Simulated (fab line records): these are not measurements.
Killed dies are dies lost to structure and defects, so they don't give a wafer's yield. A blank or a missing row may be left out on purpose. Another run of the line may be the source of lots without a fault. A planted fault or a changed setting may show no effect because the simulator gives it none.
One fault seen from 2 desks -- flow sky130 -- each desk holds nothing but its own numbers, with what lay behind them at the end

== THE METROLOGY DESK ==
Means of the sampled wafers that have a number, per lot and without regard to the tool the lot ran on: this is what the gauges read. Any lot whose mean is over 4 standard deviations away from the usual mean is out of limits and marked OUT; that distance is given in the brackets.
Columns: A = PASSIVATION_CVD_00_THK at SKY_PASSIVATION_THK_MEAS_01, usual 89.7 nm; B = PASSIVATION_CVD_02_THK at SKY_PASSIVATION_THK_MEAS_03, usual 539 nm
lot,first seen here,A,B
L869,day 43 19:07,89.7,543
L871,day 44 17:23,89.0,529
L877,day 45 23:26,90.2,538
L876,day 45 23:36,88.4,539
L879,day 46 18:04,89.2,536
L887,day 48 09:46,88.7,545
L890,day 48 23:14,91.3,540
This desk's verdict: no lot among the 7 shows anything out of limits.

== DESK OF THE TOOL OWNER: iline stepper-02 ==
The tool's own readings at SKY_PASSIVATION_EXPOSE_08 (exposes mask NSM, target cd 3000 nm): means of the sampled wafers that have a number, for each lot that ran on this tool. Any lot whose mean is over 4 standard deviations away from the usual mean is out of limits and marked OUT; that distance is given in the brackets.
Columns: A = exposure dose mJ cm2 at SKY_PASSIVATION_EXPOSE_08, usual 259.91
lot,first seen here,A
L871,day 45 04:48,259.84
L877,day 46 10:50,291.58 (+99 or more) OUT
L876,day 46 11:02,291.57 (+99 or more) OUT
L879,day 47 03:56,291.58 (+99 or more) OUT
This desk's verdict: out of limits on L876, L877, L879, starting with L877 at day 46 10:50 (exposure dose mJ cm2 at SKY_PASSIVATION_EXPOSE_08). In limits: L871.

== ALL TOGETHER ==
At day 46 10:50, on L876, L877, L879, the tool owner's desk was in a position to raise an alarm.
At the metrology desk, nothing out of limits was observed.
The metrology desk has L876, L877, L879 on record, within its limits.
Of the lots named, all ran SKY_PASSIVATION_EXPOSE_08 on iline stepper-02.

== WHAT THE SIMULATOR PUT IN ==
Process parameters drifting: iline stepper-02 at SKY_PASSIVATION_EXPOSE_08, beginning at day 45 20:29. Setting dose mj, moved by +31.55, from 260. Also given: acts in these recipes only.
Struck lots among those shown: L876, L877, L879.
Time in hours from fault onset to the first out-of-limits reading at each desk: the tool owner's desk, 14.
